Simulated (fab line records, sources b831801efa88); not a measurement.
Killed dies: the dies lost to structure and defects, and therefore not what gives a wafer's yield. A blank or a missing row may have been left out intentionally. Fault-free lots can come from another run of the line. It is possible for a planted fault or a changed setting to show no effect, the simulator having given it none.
Struck lot and sound lot, side by side ; flow gf180mcu ; 15 out of 602 route steps
Sound: the wafers L629.1, L629.4, L629.6. Struck: wafer L637.3 (left out: L637.1, a lot-mate that was not struck); the cause follows at the end.
Order at every step that has rows: each side's tool, ch and its chambers, its first start. Under that, the readings that differ: sound wafers ; struck wafers ; difference of the means ; sigmas: that difference in standard deviations of wafers without a fault.
alike: a reading whose means differ by less than 2 such deviations, as well as words and numbers matching on both sides. not compared: withheld readings; readings where some wafer has no value; bounds like >300 that might hide an equal value; numbers whose values overlap and for which the record gives no deviation.
Wherever a step has rows on one side only, a row that says differs or no value, or a row with sigmas, the two part there. Numbers that have no deviation but don't overlap get no sigmas and don't part them. Lack of a reading on every wafer of one side parts them only where that side has two or more wafers.

first, 4 steps without rows for these wafers: GF_DNWELL_EXPOSE_04 (exposes mask DNWELL, target cd 1700 nm); GF_DNWELL_PEB_05; GF_DNWELL_DEVELOP_06 (develop time 60 s); GF_DNWELL_IMPLANT_07.
GF_DNWELL_STRIP_08: strips in O2/N2.
  sound on plasmaAsher-03 ch 1, day 3 11:26; struck on plasmaAsher-03 ch 1, day 5 04:44
  alike: drypumpMotorCurrentA, heaterPowerW, oesProductAu, stripTimeToEndpointS
  not compared: rfHoursCounterH
GF_DNWELL_TW_MEAS_09:
  struck on filmMetro-02, day 5 04:50; sound on filmMetro-04, day 3 11:32
  alike: DNWELL_TW
then, 6 steps without rows for these wafers: GF_NWELL_DEHYDRATE_00 (time 60 s); GF_NWELL_HMDS_01 (prime time 60 s); GF_NWELL_COAT_02 (resist thk 3000 nm); GF_NWELL_SOFTBAKE_03; GF_NWELL_EXPOSE_04 (exposes mask Nwell, target cd 860 nm); GF_NWELL_PEB_05.
GF_NWELL_DEVELOP_06: develop time 60 s.
  sound on lithoTrack-02 ch 0, day 4 00:00; struck on lithoTrack-01 ch 0, day 5 19:00
GF_NWELL_OVL_MEAS_07:
  struck on overlay-01, day 5 19:11; sound on overlay-02, day 4 00:33
  not compared: NWELL_OVL
following that, these wafers have no rows for 1 step: GF_NWELL_IMPLANT_08.

== WHERE THEY PART ==
Nowhere in this record.

WHY: the cause the simulator had injected
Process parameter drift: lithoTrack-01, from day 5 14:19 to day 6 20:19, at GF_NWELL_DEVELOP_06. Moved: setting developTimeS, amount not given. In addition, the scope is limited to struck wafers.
